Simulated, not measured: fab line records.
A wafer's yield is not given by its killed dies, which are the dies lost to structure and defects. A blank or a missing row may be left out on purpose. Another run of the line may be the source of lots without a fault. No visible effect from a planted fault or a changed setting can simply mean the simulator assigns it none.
fab line records	flow sky130	part 1 of 2: steps 1 to 30 of 44
[record] lots = 5	wafers = 15	last-day = 50
route steps=708 shown CAPM@540 METAL3@555 VIA3@573
lots that met no fault: from a run of the same line without faults
start-h: the number of hours between the record's first day and the start of the first shown wafer of the lot	wait-h: hours elapsed since this lot's preceding step	" as in the row above	L1.1+2: a single row standing in for several wafers	- either no value or no given start	* or withheld: withheld	< > ~ a bound
route shown NAME@n: names a module that has steps shown in the file, with the first one's number in the route	usual: mean/standard deviation of fault-free wafers	same: alike in all rows	chamber/n: place in a boat	sites: per-site readings	_std_site: their standard deviation	_edge_site: inner sites' mean taken away from outer sites' mean	radius-mm: for every site, how far away it sits from the centre of the wafer	mask NAME#n: copy n	behind: the last tool/chamber to shape the wafer	hold: the reason the lot was held/the length of the hold in hours/how it ended	device: transistor that didn't switch, given as n, p or np	end of line: the route-end tests of the same wafers	step lacking rows: just its recipe	killed: the dies lost at the first sort to structure and to defects; this is not the yield of the wafer	map: per-die view of a wafer (x killed, . not killed, _ where there is no die)
set.NAME: the setting that was run; set.NAME@STEP: the one run at that earlier step	model.NAME: the simulator's own value behind a step, which no gauge read
certain route steps with their lots: each step a table, each wafer a row
services: when a tool's chamber went out of use (start-h, in hours from the record's first day, below 0 if earlier), for how many hours, and the reason
[[steps]]
[step SKY_CAPM_RS_MEAS_03]
[recipe] thk-meas-gauge = four-point-probe	reads = TiN_of_CAPM_SPUTTER_02
[usual] CAPM_TIN_RS = 6.94/0.071
lot.wafer	tool	chamber	start-h	wait-h	CAPM_TIN_RS[ohm/sq]
L078.2	film-metro-01	-	891.08	0.1	7.05
L078.4	"	-	"	"	7.02
L078.6	"	-	"	"	6.98
L080.1	film-metro-02	-	891.71	0.1	6.90
L080.2	"	-	"	"	7.01
L080.5	"	-	"	"	6.94
L092.1	film-metro-04	-	981.30	0.1	6.85
L092.3	"	-	"	"	6.87
L092.6	"	-	"	"	6.84
L095.1	film-metro-01	-	998.42	0.1	6.89
L095.4	"	-	"	"	6.90
L095.6	"	-	"	"	6.90
L097.3	film-metro-04	-	1008.64	0.1	7.02
L097.4	"	-	"	"	6.98
L097.5	"	-	"	"	6.99
[step SKY_CAPM_THK_MEAS_04]
[recipe] thk-meas-gauge = xrf	reads = TiN_of_CAPM_SPUTTER_02
[usual] CAPM_TIN_THK = 197.3/2.2
lot.wafer	tool	chamber	start-h	wait-h	CAPM_TIN_THK[nm]
L078.2	film-metro-01	-	891.19	0.1	193.2
L078.4	"	-	"	"	194.3
L078.6	"	-	"	"	196.6
L080.1	film-metro-02	-	891.83	0.1	199.4
L080.2	"	-	"	"	195.1
L080.5	"	-	"	"	197.3
L092.1	film-metro-04	-	981.42	0.1	200.0
L092.3	"	-	"	"	199.5
L092.6	"	-	"	"	199.7
L095.1	film-metro-01	-	998.54	0.1	198.1
L095.4	"	-	"	"	197.7
L095.6	"	-	"	"	198.0
L097.3	film-metro-04	-	1008.74	0.1	194.4
L097.4	"	-	"	"	195.6
L097.5	"	-	"	"	195.6
[step SKY_CAPM_DEHYDRATE_05]
[recipe] temp-c = 200	time-s = 60
lot.wafer	tool	chamber	start-h	wait-h
L078.2+4+6	litho-track-04	0	903.75	12.5
L080.1+2+5	litho-track-01	0	904.36	12.5
L092.1+3+6	litho-track-04	0	992.52	11.1
L095.1+4+6	litho-track-03	0	1008.93	10.4
L097.3+4+5	litho-track-01	0	1019.71	11.0
[step SKY_CAPM_HMDS_06]
[recipe] prime-time-s = 60	prime-temp-c = 120
lot.wafer	tool	chamber	start-h	wait-h
L078.2+4+6	litho-track-04	0	903.90	0.1
L080.1+2+5	litho-track-01	0	904.51	0.1
L092.1+3+6	litho-track-04	0	992.67	0.1
L095.1+4+6	litho-track-03	0	1009.08	0.1
L097.3+4+5	litho-track-01	0	1019.86	0.1
[step SKY_CAPM_COAT_07]
[recipe] resist = NOVOLAK	spin-rpm = 3000	resist-thk-nm = 1140
lot.wafer	tool	chamber	start-h	wait-h
L078.2+4+6	litho-track-04	0	904.05	0.1
L080.1+2+5	litho-track-01	0	904.66	0.1
L092.1+3+6	litho-track-04	0	992.82	0.1
L095.1+4+6	litho-track-03	0	1009.23	0.1
L097.3+4+5	litho-track-01	0	1020.01	0.1
[step SKY_CAPM_SOFTBAKE_08]
[recipe] temp-c = 90	time-s = 60	resist = NOVOLAK
lot.wafer	tool	chamber	start-h	wait-h
L078.2+4+6	litho-track-04	0	904.20	0.1
L080.1+2+5	litho-track-01	0	904.81	0.1
L092.1+3+6	litho-track-04	0	992.97	0.1
L095.1+4+6	litho-track-03	0	1009.38	0.1
L097.3+4+5	litho-track-01	0	1020.16	0.1
[step SKY_CAPM_EXPOSE_09]
[recipe] mask-id = CAPM	na = 0.6	source-shape = conventional	sigma-outer = 0.6	polarization = unpolarized	target-cd-nm = 1000	dose-mj = 159
[usual] exposure-dose-mJ-cm2 = 159.00/0.17
lot.wafer	tool	chamber	start-h	wait-h	mask	exposure-dose-mJ-cm2
L078.2	iline-stepper-02	0	-	-	CAPM#0	158.74
L078.4	"	0	"	"	CAPM#0	158.96
L078.6	"	0	"	"	CAPM#0	159.08
L080.1	iline-stepper-02	0	-	-	CAPM#0	159.14
L080.2	"	0	"	"	CAPM#0	159.24
L080.5	"	0	"	"	CAPM#0	158.81
L092.1	iline-stepper-01	0	-	-	CAPM#0	158.83
L092.3	"	0	"	"	CAPM#0	158.99
L092.6	"	0	"	"	CAPM#0	158.96
L095.1	iline-stepper-01	0	-	-	CAPM#0	158.71
L095.4	"	0	"	"	CAPM#0	158.81
L095.6	"	0	"	"	CAPM#0	158.82
L097.3	iline-stepper-01	0	-	-	CAPM#0	158.95
L097.4	"	0	"	"	CAPM#0	158.93
L097.5	"	0	"	"	CAPM#0	158.88
[step SKY_CAPM_PEB_10]
[recipe] temp-c = withheld	time-s = *	resist = NOVOLAK
lot.wafer	tool	chamber	start-h	wait-h
L078.2+4+6	litho-track-03	0	-	-
L080.1+2+5	litho-track-01	0	-	-
L092.1+3+6	litho-track-03	0	-	-
L095.1+4+6	litho-track-04	0	-	-
L097.3+4+5	litho-track-01	0	-	-
[step SKY_CAPM_DEVELOP_11]
[recipe] resist = NOVOLAK	developer = TMAH	develop-time-s = 60	dev-temp-c = 23
lot.wafer	tool	chamber	start-h	wait-h
L078.2+4+6	litho-track-03	0	916.16	0.1
L080.1+2+5	litho-track-01	0	917.06	0.1
L092.1+3+6	litho-track-03	0	1003.83	0.1
L095.1+4+6	litho-track-04	0	1021.22	0.1
L097.3+4+5	litho-track-01	0	1031.51	0.1
[step SKY_CAPM_OVL_MEAS_12]
[usual] CAPM_OVL = 1.0/1.4
lot.wafer	tool	chamber	start-h	wait-h	CAPM_OVL[nm]
L078.2	overlay-02	-	916.29	0.1	-1.2
L078.4	"	-	"	"	1.0
L078.6	"	-	"	"	0.9
L080.1	overlay-02	-	917.21	0.1	3.0
L080.2	"	-	"	"	0.9
L080.5	"	-	"	"	0.4
L092.1	overlay-01	-	1003.98	0.1	1.0
L092.3	"	-	"	"	3.3
L092.6	"	-	"	"	3.2
L095.1	overlay-02	-	1021.37	0.1	0.5
L095.4	"	-	"	"	0.9
L095.6	"	-	"	"	1.1
L097.3	overlay-02	-	1031.62	0.1	0.4
L097.4	"	-	"	"	0.5
L097.5	"	-	"	"	0.5
[step SKY_CAPM_METAL_ETCH_13]
[recipe] target-depth-nm = 220	stop-on = SiO2	chemistry = Cl2/BCl3	target = TiN	pressure-mtorr = 10	icp-w = 900	bias-w = 48.5	Cl2_flow_sccm = 60	bcl3-flow-sccm = 30	time-s = 62.9
[usual] drypump-motor-current-A = 5.4/0.45	oes-product-au = 0.939/0.0069	throttle-valve-pct = 21.903/0.01
lot.wafer	tool	chamber	start-h	wait-h	drypump-motor-current-A	oes-product-au	rf-hours-counter-h	throttle-valve-pct
L078.2	rie-metal-01	1	916.32	0.0	5.6	0.934	9	21.907
L078.4	"	1	"	"	5.6	0.942	-	21.913
L078.6	"	1	"	"	5.6	0.929	-	21.895
L080.1	rie-metal-04	1	917.24	0.0	6.3	0.941	4	21.887
L080.2	"	0	"	"	5.2	0.940	15	21.914
L080.5	"	1	"	"	6.3	0.937	-	21.906
L092.1	rie-metal-02	0	1004.02	0.0	5.2	0.944	7	21.896
L092.3	"	1	"	"	4.8	0.942	-	21.891
L092.6	"	0	"	"	5.2	0.948	-	21.894
L095.1	rie-metal-04	1	1021.41	0.0	6.3	0.939	9	21.902
L095.4	"	1	"	"	6.4	0.947	-	21.897
L095.6	"	0	"	"	5.3	0.936	-	21.895
L097.3	rie-metal-02	1	1031.67	0.0	4.8	0.931	-	21.914
L097.4	"	0	"	"	5.2	0.933	-	21.893
L097.5	"	1	"	"	4.8	0.939	-	21.901
[step SKY_CAPM_STRIP_14]
[recipe] chemistry = O2/N2	power-w = 1400	pressure-mtorr = 1500	platen-temp-c = withheld	o2-flow-sccm = 3000	n2-flow-sccm = 300	overash-fraction = 0.5
[usual] drypump-motor-current-A = 6.1/0.52	oes-product-au = 0.710/0.0042	strip-time-to-endpoint-s = 12.66/0.052
lot.wafer	tool	chamber	start-h	wait-h	drypump-motor-current-A	oes-product-au	rf-hours-counter-h	strip-time-to-endpoint-s
L078.2	plasma-asher-03	0	916.39	0.1	6.1	0.714	80	12.58
L078.4	"	1	"	"	6.2	0.713	-	12.54
L078.6	"	1	"	"	6.2	0.707	-	12.57
L080.1	plasma-asher-04	1	917.32	0.1	6.6	0.716	46	12.70
L080.2	"	0	"	"	6.4	0.714	46	12.65
L080.5	"	1	"	"	6.6	0.710	-	12.67
L092.1	plasma-asher-04	0	1004.09	0.1	6.4	0.706	56	12.70
L092.3	"	0	"	"	6.4	0.702	-	12.65
L092.6	"	1	"	"	6.6	0.707	-	12.62
L095.1	plasma-asher-04	0	1021.49	0.1	6.4	0.708	57	12.66
L095.4	"	1	"	"	6.6	0.708	-	12.63
L095.6	"	1	"	"	6.6	0.706	-	12.62
L097.3	plasma-asher-04	1	1031.75	0.1	6.6	0.716	-	12.73
L097.4	"	0	"	"	6.4	0.711	-	12.77
L097.5	"	1	"	"	6.6	0.712	-	12.76
[step SKY_CAPM_STRIP_15]
[recipe] chemistry = post-etch-residue-remover	time-s = 1200	temp-c = 72.5
lot.wafer	tool	chamber	start-h	wait-h
L078.2+4+6	wet-bench-03	2	916.49	0.1
L080.1+2+5	wet-bench-03	1	917.42	0.1
L092.1+3+6	wet-bench-02	0	1004.19	0.1
L095.1+4+6	wet-bench-02	3	1021.59	0.1
L097.3+4+5	wet-bench-03	1	1031.82	0.0
[step SKY_CAPM_CLEAN_16]
[recipe] chemistry = IPA	time-s = 180	temp-c = 25
lot.wafer	tool	chamber	start-h	wait-h
L078.2+4+6	wet-bench-01	1	916.84	0.0
L080.1+2+5	wet-bench-01	0	917.76	0.0
L092.1+3+6	wet-bench-01	2	1004.54	0.0
L095.1+4+6	wet-bench-01	1	1021.96	0.0
L097.3+4+5	wet-bench-01	2	1032.16	0.0
[step SKY_CAPM_CLEAN_17]
[recipe] chemistry = O3/DIW	dry = n2-spin
lot.wafer	tool	chamber	start-h	wait-h
L078.2+4+6	wet-bench-02	0	916.89	0.0
L080.1+2+5	wet-bench-02	0	917.82	0.0
L092.1+3+6	wet-bench-03	3	1004.59	0.0
L095.1+4+6	wet-bench-03	0	1022.02	0.0
L097.3+4+5	wet-bench-03	2	1032.22	0.0
[step SKY_METAL3_DEHYDRATE_05]
[recipe] temp-c = 200	time-s = 60
lot.wafer	tool	chamber	start-h	wait-h
L078.2+4+6	litho-track-02	0	928.89	11.9
L080.1+2+5	litho-track-02	0	930.27	12.3
L092.1+3+6	litho-track-04	0	1015.57	10.9
L095.1+4+6	litho-track-01	0	1032.76	10.6
L097.3+4+5	litho-track-04	0	1043.02	10.7
[step SKY_METAL3_HMDS_06]
[recipe] prime-time-s = 60	prime-temp-c = 120
lot.wafer	tool	chamber	start-h	wait-h
L078.2+4+6	litho-track-02	0	929.04	0.1
L080.1+2+5	litho-track-02	0	930.42	0.1
L092.1+3+6	litho-track-04	0	1015.72	0.1
L095.1+4+6	litho-track-01	0	1032.91	0.1
L097.3+4+5	litho-track-04	0	1043.17	0.1
[step SKY_METAL3_COAT_07]
[recipe] resist = BARC	temp-c = withheld	time-s = withheld	spin-rpm = 3000	resist-thk-nm = 60
lot.wafer	tool	chamber	start-h	wait-h
L078.2+4+6	litho-track-02	0	929.19	0.1
L080.1+2+5	litho-track-02	0	930.57	0.1
L092.1+3+6	litho-track-04	0	1015.87	0.1
L095.1+4+6	litho-track-01	0	1033.06	0.1
L097.3+4+5	litho-track-04	0	1043.32	0.1
[step SKY_METAL3_COAT_08]
[recipe] resist = KrF-thick	spin-rpm = 3000	resist-thk-nm = 1124
lot.wafer	tool	chamber	start-h	wait-h
L078.2+4+6	litho-track-02	0	-	-
L080.1+2+5	litho-track-02	0	-	-
L092.1+3+6	litho-track-04	0	-	-
L095.1+4+6	litho-track-01	0	-	-
L097.3+4+5	litho-track-04	0	-	-
[step SKY_METAL3_SOFTBAKE_09]
[recipe] temp-c = 100	time-s = 90	resist = KrF-thick
lot.wafer	tool	chamber	start-h	wait-h
L078.2+4+6	litho-track-02	0	-	-
L080.1+2+5	litho-track-02	0	-	-
L092.1+3+6	litho-track-04	0	-	-
L095.1+4+6	litho-track-01	0	-	-
L097.3+4+5	litho-track-04	0	-	-
[step SKY_METAL3_EXPOSE_10]
[recipe] mask-id = MM3	na = 0.68	source-shape = annular	sigma-inner = 0.4	sigma-outer = 0.8	target-cd-nm = 300	dose-mj = 28
[usual] exposure-dose-mJ-cm2 = 27.87/0.041
lot.wafer	tool	chamber	start-h	wait-h	mask	exposure-dose-mJ-cm2
L078.2	krf-scanner-01	0	-	-	MM3#0	27.84
L078.4	"	0	"	"	MM3#0	27.78
L078.6	"	0	"	"	MM3#0	27.83
L080.1	krf-scanner-02	0	-	-	MM3#0	27.93
L080.2	"	0	"	"	MM3#0	27.90
L080.5	"	0	"	"	MM3#0	27.93
L092.1	krf-scanner-01	0	-	-	MM3#0	27.86
L092.3	"	0	"	"	MM3#0	27.79
L092.6	"	0	"	"	MM3#0	27.82
L095.1	krf-scanner-02	0	-	-	MM3#0	27.98
L095.4	"	0	"	"	MM3#0	27.91
L095.6	"	0	"	"	MM3#0	27.88
L097.3	krf-scanner-02	0	-	-	MM3#0	27.91
L097.4	"	0	"	"	MM3#0	27.91
L097.5	"	0	"	"	MM3#0	27.92
[step SKY_METAL3_PEB_11]
[recipe] peb-temp-c = withheld	peb-time-s = withheld	resist = KrF-thick
lot.wafer	tool	chamber	start-h	wait-h
L078.2+4+6	litho-track-01	0	-	-
L080.1+2+5	litho-track-01	0	-	-
L092.1+3+6	litho-track-01	0	-	-
L095.1+4+6	litho-track-02	0	-	-
L097.3+4+5	litho-track-02	0	-	-
[step SKY_METAL3_DEVELOP_12]
[recipe] develop-time-s = 60	resist = KrF-thick	dev-temp-c = 21
lot.wafer	tool	chamber	start-h	wait-h
L078.2+4+6	litho-track-01	0	-	-
L080.1+2+5	litho-track-01	0	-	-
L092.1+3+6	litho-track-01	0	-	-
L095.1+4+6	litho-track-02	0	-	-
L097.3+4+5	litho-track-02	0	-	-
[step SKY_METAL3_CD_MEAS_13]
[recipe] target-cd-nm = 300
[usual] cd-nm = 300.0/1.1
lot.wafer	tool	chamber	start-h	wait-h	cd-nm
L078.2	cd-sem-01	-	941.76	-	299.6
L078.4	"	-	"	"	300.6
L078.6	"	-	"	"	299.2
L080.1	cd-sem-01	-	942.41	-	298.9
L080.2	"	-	"	"	300.2
L080.5	"	-	"	"	299.0
L092.1	cd-sem-02	-	1027.91	-	299.8
L092.3	"	-	"	"	299.4
L092.6	"	-	"	"	299.8
L095.1	cd-sem-01	-	1045.02	-	301.1
L095.4	"	-	"	"	300.1
L095.6	"	-	"	"	300.1
L097.3	cd-sem-01	-	1054.51	-	297.8
L097.4	"	-	"	"	297.8
L097.5	"	-	"	"	297.7
[step SKY_METAL3_OVL_MEAS_14]
[usual] METAL3_OVL = -7/5.4
lot.wafer	tool	chamber	start-h	wait-h	METAL3_OVL[nm]
L078.2	overlay-01	-	941.87	0.1	-5
L078.4	"	-	"	"	-13
L078.6	"	-	"	"	-9
L080.1	overlay-01	-	942.53	0.1	0
L080.2	"	-	"	"	-13
L080.5	"	-	"	"	-3
L092.1	overlay-02	-	1028.03	0.1	-3
L092.3	"	-	"	"	5
L092.6	"	-	"	"	1
L095.1	overlay-02	-	1045.14	0.1	-4
L095.4	"	-	"	"	-10
L095.6	"	-	"	"	-13
L097.3	overlay-01	-	1054.60	0.1	-9
L097.4	"	-	"	"	-12
L097.5	"	-	"	"	-8
[step SKY_METAL3_DESCUM_15]
[recipe] chemistry = O2	source-power-w = 150	bias-power-w = 0	pressure-mtorr = 10	temp-c = 40	time-s = 8
[usual] drypump-motor-current-A = 5.43/0.3	oes-product-au = 1.005/0.011
lot.wafer	tool	chamber	start-h	wait-h	drypump-motor-current-A	oes-product-au	rf-hours-counter-h
L078.2	rie-metal-01	0	941.90	0.0	5.44	1.006	17
L078.4	"	0	"	"	5.39	1.009	-
L078.6	"	1	"	"	5.61	1.011	-
L080.1	rie-metal-03	0	942.56	0.0	5.31	1.010	6
L080.2	"	1	"	"	5.91	1.000	16
L080.5	"	1	"	"	5.91	0.983	-
L092.1	rie-metal-03	0	1028.06	0.0	5.32	1.010	11
L092.3	"	1	"	"	5.90	1.001	-
L092.6	"	1	"	"	5.89	0.994	-
L095.1	rie-metal-01	1	1045.17	0.0	5.62	1.022	16
L095.4	"	1	"	"	5.60	1.012	-
L095.6	"	1	"	"	5.61	1.009	-
L097.3	rie-metal-03	0	1054.64	0.0	5.34	1.010	-
L097.4	"	0	"	"	5.35	1.007	-
L097.5	"	0	"	"	5.34	1.011	-
[step SKY_METAL3_ETCH_16]
[recipe] chemistry = N2/H2	target = BARC	ion-energy-ev = 200	bias-w = 100	pressure-mtorr = 30	n2-flow-sccm = 100	h2-flow-sccm = 200	icp-w = 500	stop-on = SiO2	time-s = 88.2	target-depth-a = 600
[usual] drypump-motor-current-A = 5.44/0.3	oes-product-au = 0.626/0.0047	throttle-valve-pct = 13.204/0.0081
lot.wafer	tool	chamber	start-h	wait-h	drypump-motor-current-A	oes-product-au	rf-hours-counter-h	throttle-valve-pct
L078.2	rie-metal-01	0	941.93	0.0	5.41	0.620	17	13.195
L078.4	"	0	"	"	5.44	0.616	-	13.220
L078.6	"	1	"	"	5.64	0.631	-	13.197
L080.1	rie-metal-03	0	942.59	0.0	5.29	0.633	6	13.187
L080.2	"	1	"	"	5.91	0.617	16	13.204
L080.5	"	1	"	"	5.92	0.625	-	13.195
L092.1	rie-metal-03	0	1028.09	0.0	5.31	0.631	11	13.204
L092.3	"	1	"	"	5.91	0.627	-	13.201
L092.6	"	1	"	"	5.90	0.631	-	13.212
L095.1	rie-metal-01	1	1045.24	0.1	5.64	0.627	16	13.193
L095.4	"	1	"	"	5.63	0.625	-	13.210
L095.6	"	1	"	"	5.63	0.623	-	13.216
L097.3	rie-metal-03	0	1054.75	0.1	5.29	0.617	-	13.196
L097.4	"	0	"	"	5.30	0.625	-	13.210
L097.5	"	0	"	"	5.32	0.634	-	13.202
[step SKY_METAL3_ETCH_17]
[recipe] target = SiO2	stop-on = TiN	chemistry = C4F8/O2/Ar	source-w = 1500	bias-w = 1200	pressure-mtorr = 40	c4f8-flow-sccm = withheld	O2_flow_sccm = 6	Ar_flow_sccm = 300	time-s = 3.9	target-depth-a = 150
[usual] oes-product-au = 0.753/0.0077
lot.wafer	tool	chamber	start-h	wait-h	oes-product-au
L078.2	rie-diel-01	3	942.03	0.1	0.755
L078.4	"	1	"	"	0.738
L078.6	"	1	"	"	0.756
L080.1	rie-diel-02	1	942.69	0.1	0.740
L080.2	"	3	"	"	0.740
L080.5	"	3	"	"	0.763
L092.1	rie-diel-02	3	1028.19	0.1	0.752
L092.3	"	1	"	"	0.744
L092.6	"	3	"	"	0.763
L095.1	rie-diel-01	0	1045.43	0.2	0.750
L095.4	"	1	"	"	0.744
L095.6	"	2	"	"	0.765
L097.3	rie-diel-01	1	1054.88	0.1	0.756
L097.4	"	2	"	"	0.740
L097.5	"	2	"	"	0.755
[step SKY_METAL3_METAL_ETCH_18]
[recipe] target-depth-a = 8450	stop-on = SiO2	over-etch-frac = 0.3	time-s = 183.1	chemistry = Cl2/BCl3	resist-sidewall-deg = 88	pressure-mtorr = 10	icp-w = 900	bias-w = 48.5	Cl2_flow_sccm = 60	bcl3-flow-sccm = 30
[usual] drypump-motor-current-A = 5.3/0.37	oes-product-au = 0.867/0.0061	throttle-valve-pct = 22.265/0.0086
[same] over-etch-frac = 0.3
lot.wafer	tool	chamber	start-h	wait-h	drypump-motor-current-A	oes-product-au	rf-hours-counter-h	throttle-valve-pct
L078.2	rie-metal-02	1	942.05	0.0	4.8	0.871	14	22.261
L078.4	"	1	"	"	4.8	0.862	-	22.275
L078.6	"	0	"	"	5.2	0.868	-	22.255
L080.1	rie-metal-01	1	942.71	0.0	5.6	0.872	10	22.248
L080.2	"	0	"	"	5.4	0.868	17	22.269
L080.5	"	1	"	"	5.6	0.876	-	22.268
L092.1	rie-metal-02	1	1028.21	0.0	4.8	0.864	20	22.252
L092.3	"	1	"	"	4.8	0.869	-	22.270
L092.6	"	1	"	"	4.8	0.858	-	22.278
L095.1	rie-metal-03	0	1045.45	0.0	5.3	0.878	12	22.262
L095.4	"	0	"	"	5.4	0.872	-	22.262
L095.6	"	0	"	"	5.3	0.862	-	22.260
L097.3	rie-metal-02	0	1054.96	0.1	5.2	0.871	-	22.259
L097.4	"	1	"	"	4.8	0.868	-	22.260
L097.5	"	0	"	"	5.2	0.862	-	22.277
[step SKY_METAL3_STRIP_19]
[recipe] chemistry = O2/N2	power-w = 1400	pressure-mtorr = 1500	platen-temp-c = withheld	o2-flow-sccm = 3000	n2-flow-sccm = 300	overash-fraction = 0.5
[usual] drypump-motor-current-A = 5.6/0.49	oes-product-au = 0.496/0.0058	strip-time-to-endpoint-s = 6.38/0.093
lot.wafer	tool	chamber	start-h	wait-h	drypump-motor-current-A	oes-product-au	rf-hours-counter-h	strip-time-to-endpoint-s
L078.2	plasma-asher-01	1	942.23	0.1	5.3	0.495	20	6.37
L078.4	"	1	"	"	5.4	0.498	-	6.32
L078.6	"	0	"	"	6.3	0.500	-	6.48
L080.1	plasma-asher-02	0	942.89	0.1	5.0	0.492	116	6.24
L080.2	"	1	"	"	5.6	0.484	116	6.30
L080.5	"	1	"	"	5.6	0.497	-	6.33
L092.1	plasma-asher-02	1	1028.57	0.3	5.6	0.493	123	6.35
L092.3	"	0	"	"	5.0	0.496	-	6.39
L092.6	"	0	"	"	5.0	0.498	-	6.31
L095.1	plasma-asher-01	1	1045.81	0.3	5.3	0.489	31	6.27
L095.4	"	0	"	"	6.3	0.491	-	6.33
L095.6	"	1	"	"	5.3	0.499	-	6.34
L097.3	plasma-asher-01	0	1055.11	0.1	6.3	0.510	-	6.59
L097.4	"	1	"	"	5.4	0.495	-	6.42
L097.5	"	1	"	"	5.3	0.501	-	6.54
